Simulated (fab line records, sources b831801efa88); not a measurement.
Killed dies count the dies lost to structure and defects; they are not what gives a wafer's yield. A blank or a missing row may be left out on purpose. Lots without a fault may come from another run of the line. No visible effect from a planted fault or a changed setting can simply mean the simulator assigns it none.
Commonality check across tools -- flow sky130 -- 11 lots and 33 wafers in the sample

== WHY IT WAS OPENED ==
At SKY_VT_ADJUST_LVTN_TW_MEAS_10 the reading VT_ADJUST_LVTN_TW is flagged on 1 of 11 lots. Wafers without a fault read 241.1, standard deviation 1.3.
Rule: a lot gets a flag if all its wafers with a number sit over 4 standard deviations from that mean, or if no wafer of it has a number. The other lots count as sound.

lot,measured,on,"VT_ADJUST_LVTN_TW, wafer by wafer",flag
L995,day 7 03:35,filmMetro-02,239.6 240.6 241.9,
L996,day 7 08:38,filmMetro-03,240.5 239.9 239.2,
L102,day 9 00:44,filmMetro-04,243.7 243.4 243.4,
L103,day 9 13:05,filmMetro-03,30.0 30.1 30.0,FLAGGED
L106,day 10 02:37,filmMetro-02,238.9 239.4 240.3,
L112,day 11 21:44,filmMetro-03,241.3 241.1 240.6,
L113,day 12 00:34,filmMetro-04,242.0 241.5 243.0,
L114,day 12 06:59,filmMetro-03,241.1 240.7 240.1,
L115,day 12 16:38,filmMetro-04,242.1 242.7 242.3,
L116,day 12 21:23,filmMetro-04,241.8 241.6 242.9,
L117,day 13 07:41,filmMetro-03,241.1 241.5 240.5,
On average the flagged lots read 30.0, which is -211.1 against the usual, or -99 or more standard deviations.

== WHICH TOOL RAN EACH LOT ==
Before the reading, the record contains 2 process steps out of a 708-step route. Each cell gives the tool, then ch followed by the chambers the sampled wafers passed through, then the start.
lot,flag,SKY_NWELL_STRIP_25,SKY_VT_ADJUST_LVTN_EXPOSE_04
L995,,"plasmaAsher-03 ch 0,1, day 5 13:41","ilineStepper-01 ch 0, day 6 17:51"
L996,,"plasmaAsher-03 ch 0,1, day 5 18:35","ilineStepper-01 ch 0, day 6 23:14"
L102,,"plasmaAsher-02 ch 0,1, day 7 07:46","ilineStepper-02 ch 0, day 8 14:11"
L103,FLAGGED,"plasmaAsher-04 ch 0,1, day 7 18:19","ilineStepper-02 ch 0, day 9 02:09"
L106,,"plasmaAsher-02 ch 0,1, day 8 07:38","ilineStepper-02 ch 0, day 9 16:16"
L112,,"plasmaAsher-03 ch 0,1, day 9 23:08","ilineStepper-02 ch 0, day 11 10:14"
L113,,"plasmaAsher-04 ch 0,1, day 10 01:17","ilineStepper-01 ch 0, day 11 12:21"
L114,,"plasmaAsher-02 ch 0, day 10 07:44","ilineStepper-01 ch 0, day 11 18:58"
L115,,"plasmaAsher-02 ch 0,1, day 10 16:17","ilineStepper-02 ch 0, day 12 04:29"
L116,,"plasmaAsher-02 ch 0,1, day 10 20:05","ilineStepper-02 ch 0, day 12 09:37"
L117,,"plasmaAsher-04 ch 1, day 11 06:14","ilineStepper-02 ch 0, day 12 18:58"
These steps, and what they do:
- SKY_NWELL_STRIP_25: strips in O2/N2.
- SKY_VT_ADJUST_LVTN_EXPOSE_04: exposes mask NWM COMPLEMENT LESS NATIVE, target cd 840 nm.
- SKY_VT_ADJUST_LVTN_TW_MEAS_10

== FLAGGED AGAINST TOTAL, ONE TOOL AT A TIME (gauges that did the reading follow at the end) ==
step,tool,lots run,flagged,share of the flagged lots,sound lots run after its first flagged lot
SKY_NWELL_STRIP_25,plasmaAsher-02,5,0,none,-
SKY_NWELL_STRIP_25,plasmaAsher-03,3,0,none,-
SKY_NWELL_STRIP_25,plasmaAsher-04,3,1,all,"2 (L113,L117)"
SKY_VT_ADJUST_LVTN_EXPOSE_04,ilineStepper-01,4,0,none,-
SKY_VT_ADJUST_LVTN_EXPOSE_04,ilineStepper-02,7,1,all,"5 (L106,L112,L115,L116,L117)"
SKY_VT_ADJUST_LVTN_TW_MEAS_10,filmMetro-02,2,0,none,-
SKY_VT_ADJUST_LVTN_TW_MEAS_10,filmMetro-03,5,1,all,"3 (L112,L114,L117)"
SKY_VT_ADJUST_LVTN_TW_MEAS_10,filmMetro-04,4,0,none,-

== WHAT IS ALLOWED BY THE TABLE ==
plasmaAsher-04 at SKY_NWELL_STRIP_25, ilineStepper-02 at SKY_VT_ADJUST_LVTN_EXPOSE_04 and filmMetro-03 at SKY_VT_ADJUST_LVTN_TW_MEAS_10: these 3 rows of the table ran every flagged lot.
- plasmaAsher-04 at SKY_NWELL_STRIP_25: 1 of its 3 lots flagged. Sound lots followed the first flagged one (L113, L117) on it, something a lasting fault affecting the whole tool could not allow.
- ilineStepper-02 at SKY_VT_ADJUST_LVTN_EXPOSE_04: 1 of its 7 lots flagged. Sound lots followed the first flagged one (L106, L112, L115, L116, L117) on it, something a lasting fault affecting the whole tool could not allow.
- filmMetro-03 at SKY_VT_ADJUST_LVTN_TW_MEAS_10: 1 of its 5 lots flagged. Sound lots followed the first flagged one (L112, L114, L117) on it, something a lasting fault affecting the whole tool could not allow.
None of the table's rows ran every flagged lot and, after the first, no sound lot.

== WHAT THE SIMULATOR PUT IN ==
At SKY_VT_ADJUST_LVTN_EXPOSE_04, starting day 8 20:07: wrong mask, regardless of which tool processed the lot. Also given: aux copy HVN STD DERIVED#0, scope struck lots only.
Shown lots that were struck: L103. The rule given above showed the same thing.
